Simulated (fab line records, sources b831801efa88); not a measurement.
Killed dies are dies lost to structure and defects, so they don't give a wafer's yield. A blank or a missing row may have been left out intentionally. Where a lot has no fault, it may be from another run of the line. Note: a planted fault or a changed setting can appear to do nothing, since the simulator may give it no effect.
Which tool did it? || flow sky130 || 31 wafers from 11 lots sampled at 5 of the route's 708 steps

== WHAT THE GAUGES READ, wafer by wafer ==
SKY_POLY_CUT_OVL_MEAS_09.
{"lot": "L189", "measured": "day 24 10:33", "on": "overlay-02", "POLY_CUT_OVL (nm)": "8 -6 -1"}
{"lot": "L191", "measured": "day 25 08:18", "on": "overlay-02", "POLY_CUT_OVL (nm)": "-5 -5 -3"}
{"lot": "L193", "measured": "day 26 00:58", "on": "overlay-02", "POLY_CUT_OVL (nm)": "-5 -7 -6"}
{"lot": "L194", "measured": "day 26 09:07", "on": "overlay-02", "POLY_CUT_OVL (nm)": "-12 -14"}
{"lot": "L196", "measured": "day 27 02:55", "on": "overlay-02", "POLY_CUT_OVL (nm)": "-10 -8"}
{"lot": "L203", "measured": "day 29 07:25", "on": "overlay-01", "POLY_CUT_OVL (nm)": "-2 -2 6"}
{"lot": "L206", "measured": "day 30 11:52", "on": "overlay-01", "POLY_CUT_OVL (nm)": "-12 -10 -7"}
{"lot": "L207", "measured": "day 30 17:12", "on": "overlay-01", "POLY_CUT_OVL (nm)": "-7 -5 -6"}
{"lot": "L208", "measured": "day 30 22:31", "on": "overlay-01", "POLY_CUT_OVL (nm)": "-8 -1 -2"}
{"lot": "L209", "measured": "day 31 13:22", "on": "overlay-01", "POLY_CUT_OVL (nm)": "-7 -6 -9"}
{"lot": "L211", "measured": "day 33 06:19", "on": "overlay-01", "POLY_CUT_OVL (nm)": "-9 3 -2"}

SKY_VIA4_THK_MEAS_01.
{"lot": "L189", "measured": "day 41 22:31", "on": "film-metro-01", "VIA4_HDPCVD_THK (nm)": "1761 1751 1710"}
{"lot": "L191", "measured": "day 42 14:47", "on": "film-metro-04", "VIA4_HDPCVD_THK (nm)": "1742 1740 1710"}
{"lot": "L193", "measured": "day 43 07:41", "on": "film-metro-02", "VIA4_HDPCVD_THK (nm)": "1728 1721 1719"}
{"lot": "L194", "measured": "day 43 11:01", "on": "film-metro-04", "VIA4_HDPCVD_THK (nm)": "1708 1716 1708 1717"}
{"lot": "L196", "measured": "day 44 04:31", "on": "film-metro-04", "VIA4_HDPCVD_THK (nm)": "1741 1698 1740 1697"}
{"lot": "L203", "measured": "day 45 16:48", "on": "film-metro-04", "VIA4_HDPCVD_THK (nm)": "1721 1745 1714"}
{"lot": "L206", "measured": "day 46 13:39", "on": "film-metro-04", "VIA4_HDPCVD_THK (nm)": "1757 1756 1705"}
{"lot": "L207", "measured": "day 46 17:45", "on": "film-metro-01", "VIA4_HDPCVD_THK (nm)": "1724 1684 1735"}
{"lot": "L208", "measured": "day 46 22:26", "on": "film-metro-02", "VIA4_HDPCVD_THK (nm)": "1749 1751 1756"}
{"lot": "L209", "measured": "day 47 10:23", "on": "film-metro-04", "VIA4_HDPCVD_THK (nm)": "1707 1698 1695"}
{"lot": "L211", "measured": "day 48 15:05", "on": "film-metro-02", "VIA4_HDPCVD_THK (nm)": "1707 1721 1710"}

== WHICH TOOL RAN EACH LOT (tool, then ch and the chambers of the sampled wafers, then the start) ==
{"lot": "L189", "SKY_LDD_LDN_STRIP_12": "plasma-asher-03 ch 1, day 23 03:16", "SKY_LOCAL_INTERCONNECT_ETCH_13": "rie-metal-01 ch 0,1, day 30 14:12", "SKY_METAL1_SPUTTER_02": "pvd-sputter-03, day 31 19:55"}
{"lot": "L191", "SKY_LDD_LDN_STRIP_12": "plasma-asher-04 ch 0,1, day 24 00:02", "SKY_LOCAL_INTERCONNECT_ETCH_13": "rie-metal-01 ch 0,1, day 31 08:14", "SKY_METAL1_SPUTTER_02": "pvd-sputter-03, day 32 13:06"}
{"lot": "L193", "SKY_LDD_LDN_STRIP_12": "plasma-asher-02 ch 0,1, day 24 18:47", "SKY_LOCAL_INTERCONNECT_ETCH_13": "rie-metal-03 ch 0,1, day 32 02:01", "SKY_METAL1_SPUTTER_02": "pvd-sputter-02, day 33 09:09"}
{"lot": "L194", "SKY_LDD_LDN_STRIP_12": "plasma-asher-03 ch 0, day 25 02:23", "SKY_LOCAL_INTERCONNECT_ETCH_13": "rie-metal-01 ch 0,1, day 32 09:31", "SKY_METAL1_SPUTTER_02": "pvd-sputter-01, day 33 14:47"}
{"lot": "L196", "SKY_LDD_LDN_STRIP_12": "plasma-asher-04 ch 0, day 25 20:20", "SKY_LOCAL_INTERCONNECT_ETCH_13": "rie-metal-01 ch 0, day 33 05:25", "SKY_METAL1_SPUTTER_02": "pvd-sputter-01, day 34 09:43"}
{"lot": "L203", "SKY_LDD_LDN_STRIP_12": "plasma-asher-03 ch 0,1, day 28 00:58", "SKY_LOCAL_INTERCONNECT_ETCH_13": "rie-metal-04 ch 0,1, day 35 01:03", "SKY_METAL1_SPUTTER_02": "pvd-sputter-03, day 36 06:34"}
{"lot": "L206", "SKY_LDD_LDN_STRIP_12": "plasma-asher-03 ch 1, day 29 06:23", "SKY_LOCAL_INTERCONNECT_ETCH_13": "rie-metal-03 ch 1, day 36 03:23", "SKY_METAL1_SPUTTER_02": "pvd-sputter-02, day 37 08:05"}
{"lot": "L207", "SKY_LDD_LDN_STRIP_12": "plasma-asher-03 ch 0,1, day 29 11:22", "SKY_LOCAL_INTERCONNECT_ETCH_13": "rie-metal-01 ch 0,1, day 36 09:26", "SKY_METAL1_SPUTTER_02": "pvd-sputter-01, day 37 14:32"}
{"lot": "L208", "SKY_LDD_LDN_STRIP_12": "plasma-asher-02 ch 0,1, day 29 17:46", "SKY_LOCAL_INTERCONNECT_ETCH_13": "rie-metal-01 ch 0,1, day 36 14:33", "SKY_METAL1_SPUTTER_02": "pvd-sputter-03, day 37 19:10"}
{"lot": "L209", "SKY_LDD_LDN_STRIP_12": "plasma-asher-02 ch 0,1, day 30 02:46", "SKY_LOCAL_INTERCONNECT_ETCH_13": "rie-metal-01 ch 0,1, day 37 05:19", "SKY_METAL1_SPUTTER_02": "pvd-sputter-01, day 38 09:40"}
{"lot": "L211", "SKY_LDD_LDN_STRIP_12": "plasma-asher-02 ch 0,1, day 31 12:49", "SKY_LOCAL_INTERCONNECT_ETCH_13": "rie-metal-04 ch 1, day 38 18:40", "SKY_METAL1_SPUTTER_02": "pvd-sputter-01, day 39 22:37"}
- SKY_LDD_LDN_STRIP_12: strips in O2/N2.
- SKY_LOCAL_INTERCONNECT_ETCH_13: etches BARC in N2/H2, stops on SiO2, time 45.9 s, target depth 60 nm.
- SKY_METAL1_SPUTTER_02: material AlCu, target thk 250 nm, time 13.3 s.

== AS READ BY THE TOOLS THEMSELVES (means over the sampled wafers that have a number; for cases with no such wafer, the mark the record gives instead) ==
SKY_LDD_LDN_STRIP_12.
{"lot": "L189", "tool": "plasma-asher-03", "drypump-motor-current-A (A)": 5.6, "oes-product-au (a.u.)": 0.717, "strip-time-to-endpoint-s (s)": 14.19}
{"lot": "L191", "tool": "plasma-asher-04", "drypump-motor-current-A (A)": 5.2, "oes-product-au (a.u.)": 0.719, "strip-time-to-endpoint-s (s)": 14.21}
{"lot": "L193", "tool": "plasma-asher-02", "drypump-motor-current-A (A)": 5.9, "oes-product-au (a.u.)": 0.719, "strip-time-to-endpoint-s (s)": 14.20}
{"lot": "L194", "tool": "plasma-asher-03", "drypump-motor-current-A (A)": 5.7, "oes-product-au (a.u.)": 0.710, "strip-time-to-endpoint-s (s)": 14.20}
{"lot": "L196", "tool": "plasma-asher-04", "drypump-motor-current-A (A)": 5.2, "oes-product-au (a.u.)": 0.720, "strip-time-to-endpoint-s (s)": 14.18}
{"lot": "L203", "tool": "plasma-asher-03", "drypump-motor-current-A (A)": 5.6, "oes-product-au (a.u.)": 0.714, "strip-time-to-endpoint-s (s)": 14.18}
{"lot": "L206", "tool": "plasma-asher-03", "drypump-motor-current-A (A)": 5.6, "oes-product-au (a.u.)": 0.718, "strip-time-to-endpoint-s (s)": 14.14}
{"lot": "L207", "tool": "plasma-asher-03", "drypump-motor-current-A (A)": 5.6, "oes-product-au (a.u.)": 0.712, "strip-time-to-endpoint-s (s)": 14.14}
{"lot": "L208", "tool": "plasma-asher-02", "drypump-motor-current-A (A)": 5.5, "oes-product-au (a.u.)": 0.713, "strip-time-to-endpoint-s (s)": 14.18}
{"lot": "L209", "tool": "plasma-asher-02", "drypump-motor-current-A (A)": 5.9, "oes-product-au (a.u.)": 0.714, "strip-time-to-endpoint-s (s)": 14.16}
{"lot": "L211", "tool": "plasma-asher-02", "drypump-motor-current-A (A)": 5.5, "oes-product-au (a.u.)": 0.716, "strip-time-to-endpoint-s (s)": 14.18}

SKY_LOCAL_INTERCONNECT_ETCH_13.
{"lot": "L189", "tool": "rie-metal-01", "drypump-motor-current-A (A)": 5.4, "oes-product-au (a.u.)": 0.857, "run-length-s (s)": 74.2, "throttle-valve-pct (%)": 13.219}
{"lot": "L191", "tool": "rie-metal-01", "drypump-motor-current-A (A)": 5.4, "oes-product-au (a.u.)": 0.851, "run-length-s (s)": 74.0, "throttle-valve-pct (%)": 13.221}
{"lot": "L193", "tool": "rie-metal-03", "drypump-motor-current-A (A)": 5.2, "oes-product-au (a.u.)": 0.854, "run-length-s (s)": 74.1, "throttle-valve-pct (%)": 13.226}
{"lot": "L194", "tool": "rie-metal-01", "drypump-motor-current-A (A)": 5.4, "oes-product-au (a.u.)": 0.808, "run-length-s (s)": 79.3, "throttle-valve-pct (%)": 13.219}
{"lot": "L196", "tool": "rie-metal-01", "drypump-motor-current-A (A)": 5.4, "oes-product-au (a.u.)": 0.804, "run-length-s (s)": 79.8, "throttle-valve-pct (%)": 13.224}
{"lot": "L203", "tool": "rie-metal-04", "drypump-motor-current-A (A)": 6.4, "oes-product-au (a.u.)": 0.853, "run-length-s (s)": 74.2, "throttle-valve-pct (%)": 13.221}
{"lot": "L206", "tool": "rie-metal-03", "drypump-motor-current-A (A)": 4.8, "oes-product-au (a.u.)": 0.856, "run-length-s (s)": 74.2, "throttle-valve-pct (%)": 13.221}
{"lot": "L207", "tool": "rie-metal-01", "drypump-motor-current-A (A)": 5.5, "oes-product-au (a.u.)": 0.854, "run-length-s (s)": 74.0, "throttle-valve-pct (%)": 13.222}
{"lot": "L208", "tool": "rie-metal-01", "drypump-motor-current-A (A)": 5.4, "oes-product-au (a.u.)": 0.858, "run-length-s (s)": 74.0, "throttle-valve-pct (%)": 13.225}
{"lot": "L209", "tool": "rie-metal-01", "drypump-motor-current-A (A)": 5.4, "oes-product-au (a.u.)": 0.852, "run-length-s (s)": 74.4, "throttle-valve-pct (%)": 13.218}
{"lot": "L211", "tool": "rie-metal-04", "drypump-motor-current-A (A)": 6.2, "oes-product-au (a.u.)": 0.853, "run-length-s (s)": 74.5, "throttle-valve-pct (%)": 13.225}

SKY_METAL1_SPUTTER_02.
{"lot": "L189", "tool": "pvd-sputter-03", "throttle-valve-pct (%)": 30.7}
{"lot": "L191", "tool": "pvd-sputter-03", "throttle-valve-pct (%)": 29.4}
{"lot": "L193", "tool": "pvd-sputter-02", "throttle-valve-pct (%)": 28.4}
{"lot": "L194", "tool": "pvd-sputter-01", "throttle-valve-pct (%)": 30.4}
{"lot": "L196", "tool": "pvd-sputter-01", "throttle-valve-pct (%)": 31.4}
{"lot": "L203", "tool": "pvd-sputter-03", "throttle-valve-pct (%)": 30.2}
{"lot": "L206", "tool": "pvd-sputter-02", "throttle-valve-pct (%)": 28.1}
{"lot": "L207", "tool": "pvd-sputter-01", "throttle-valve-pct (%)": 30.7}
{"lot": "L208", "tool": "pvd-sputter-03", "throttle-valve-pct (%)": 30.4}
{"lot": "L209", "tool": "pvd-sputter-01", "throttle-valve-pct (%)": 31.1}
{"lot": "L211", "tool": "pvd-sputter-01", "throttle-valve-pct (%)": 30.7}

== THE ANSWER, worked out from the rows above alone ==
Rule: usual is defined by the lots themselves. Put in order of their means at a reading, lots are off if they are a third of the lots or fewer, leave a main group of 4 or more, and stand apart from it by a gap of 3 or more times the standard deviation of the main group's means; of several such gaps the widest counts. A main group whose means are all the same, to the digits that the tables above print for the reading, isn't used. A lot without any number at a reading at which 4 lots or more have one is off too. Where the step has rows for the other lots, those lots are counted as sound. First the gauges in route order, then the tools' own readings, where a lot's mean is used as printed above. The first step at which some lot is off is used, and at that step the reading that is off furthest; a lot without a number counts as furthest.
Off at SKY_LOCAL_INTERCONNECT_ETCH_13 (run-length-s): L194, L196. The main group has a mean of 74.2 s with a standard deviation of 0.17.
A tool fits if, at that step or a process step before it, it ran every lot that is off, and no sound lot after the first of them. Of those tried, none fits.

== WHAT THE SIMULATOR HAD PUT IN ==
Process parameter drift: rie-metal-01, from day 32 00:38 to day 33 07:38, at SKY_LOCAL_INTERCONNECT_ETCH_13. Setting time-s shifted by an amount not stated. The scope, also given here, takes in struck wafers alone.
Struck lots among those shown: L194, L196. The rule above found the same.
